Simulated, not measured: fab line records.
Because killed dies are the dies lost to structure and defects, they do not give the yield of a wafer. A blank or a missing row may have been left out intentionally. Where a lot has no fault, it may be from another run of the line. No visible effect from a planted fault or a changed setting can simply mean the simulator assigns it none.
Which tool was responsible?	flow sky130	Sampling: 24 lots, 72 wafers, 2 of 708 route steps

== WHAT EACH GAUGE READ, for each wafer ==
SKY_SPACER_THK_MEAS_01. Usual: SPACER_CVD_00_THK typically reads 43.3 nm, with standard deviation 0.35.
lot	measured	on	SPACER_CVD_00_THK (nm)	flag
L074	day 22 08:41	film metro-01	43.7 43.7 43.6	
L075	day 23 01:28	film metro-01	43.3 42.9 43.3	
L076	day 23 09:53	film metro-04	43.2 43.0 43.2	
L077	day 24 01:19	film metro-04	43.9 43.3 43.7	
L078	day 24 10:29	film metro-03	43.1 42.7 42.9	
L079	day 24 13:02	film metro-03	43.4 43.4 43.4	
L080	day 24 22:04	film metro-03	44.0 43.8 43.6	
L081	day 25 07:04	film metro-01	43.8 43.7 43.7	
L082	day 25 17:07	film metro-01	43.6 43.6 43.2	
L083	day 26 05:55	film metro-04	43.2 43.4 43.1	
L084	day 26 11:14	film metro-03	43.0 43.2 43.3	
L085	day 26 20:31	film metro-01	43.6 43.1 43.1	
L086	day 27 07:02	film metro-01	43.2 43.7 43.4	
L087	day 27 12:53	film metro-03	43.6 43.8 43.8	
L088	day 28 01:34	film metro-03	42.9 42.9 43.2	
L089	day 28 10:30	film metro-03	43.2 43.7 43.5	
L090	day 28 12:45	film metro-04	43.3 43.4 43.5	
L091	day 28 19:49	film metro-01	43.1 43.0 43.2	
L092	day 28 22:40	film metro-03	43.3 43.4 43.9	
L093	day 29 12:52	film metro-03	42.8 42.5 42.8	
L094	day 30 00:10	film metro-04	43.5 43.3 43.4	
L095	day 30 05:14	film metro-04	42.8 43.4 43.2	
L096	day 30 17:10	film metro-03	42.8 42.7 43.0	
L097	day 30 19:25	film metro-03	42.8 42.6 43.0	

SKY_SD_N_RS_MEAS_18: uses a four-point probe to measure. Usual: RES_XHIGH_RS typically reads 333.0 ohm/sq, with standard deviation 1.3.
lot	measured	on	RES_XHIGH_RS (ohm/sq)	flag
L074	day 27 06:20	film metro-03	334.2 333.3 335.9	
L075	day 27 22:16	film metro-02	331.9 332.4 332.6	
L076	day 28 08:08	film metro-03	332.6 332.3 332.6	
L077	day 28 22:11	film metro-04	331.2 333.0 332.8	
L078	day 29 06:19	film metro-02	333.3 333.6 335.2	
L079	day 29 09:47	film metro-04	332.8 333.8 333.2	
L080	day 29 16:58	film metro-04	331.2 332.7 333.1	
L081	day 30 03:17	film metro-02	334.5 334.3 333.2	
L082	day 30 12:26	film metro-02	331.9 331.5 332.6	
L083	day 30 23:59	film metro-02	335.0 336.8 338.2	
L084	day 31 05:19	film metro-04	331.8 332.3 330.5	
L085	day 31 15:38	film metro-02	334.5 335.4 335.8	
L086	day 32 01:04	film metro-03	332.3 332.1 332.5	
L087	day 32 06:59	film metro-04	333.5 334.0 333.2	
L088	day 32 20:03	film metro-03	332.3 333.4 332.7	
L089	day 33 03:58	film metro-04	333.1 332.3 333.6	
L090	day 33 07:56	film metro-03	333.1 334.1 333.4	
L091	day 33 13:17	film metro-03	331.7 332.0 332.2	
L092	day 33 16:50	film metro-02	333.3 333.1 331.9	
L093	day 34 05:01	film metro-02	333.1 333.6 333.1	
L094	day 34 15:20	film metro-02	331.5 331.2 331.1	
L095	day 34 21:20	film metro-04	331.9 331.2 332.6	
L096	day 35 07:56	film metro-03	334.4 334.1 333.1	
L097	day 35 11:28	film metro-03	333.0 333.1 331.9	

== TOOL THAT RAN EACH LOT (tool first, then ch and the chambers of the sampled wafers, then the start) ==
Record: no process step prior to these readings.

== AS READ BY THE TOOLS THEMSELVES (means over the sampled wafers that have a number; for cases with no such wafer, the mark the record gives instead) ==
The record holds no such reading with a usual standard deviation.

== THE ANSWER, worked out from the rows above alone ==
Rule: a lot counts as off when the mean over its wafers that have a number is more than 3 standard deviations away from the usual mean. Also off: a lot with no number at a reading for which 4 or more lots have one. Any other lot the step has rows for is counted as sound. The gauges are gone through in route order, then the tools' own readings, and for those a lot's mean is taken as printed above. At the first step where some lot is off, the reading lying furthest off is the one used; lots without a number count as furthest.
No lot is off at any reading shown: from this, nothing can be told.

== WHAT HAD BEEN PUT IN BY THE SIMULATOR ==
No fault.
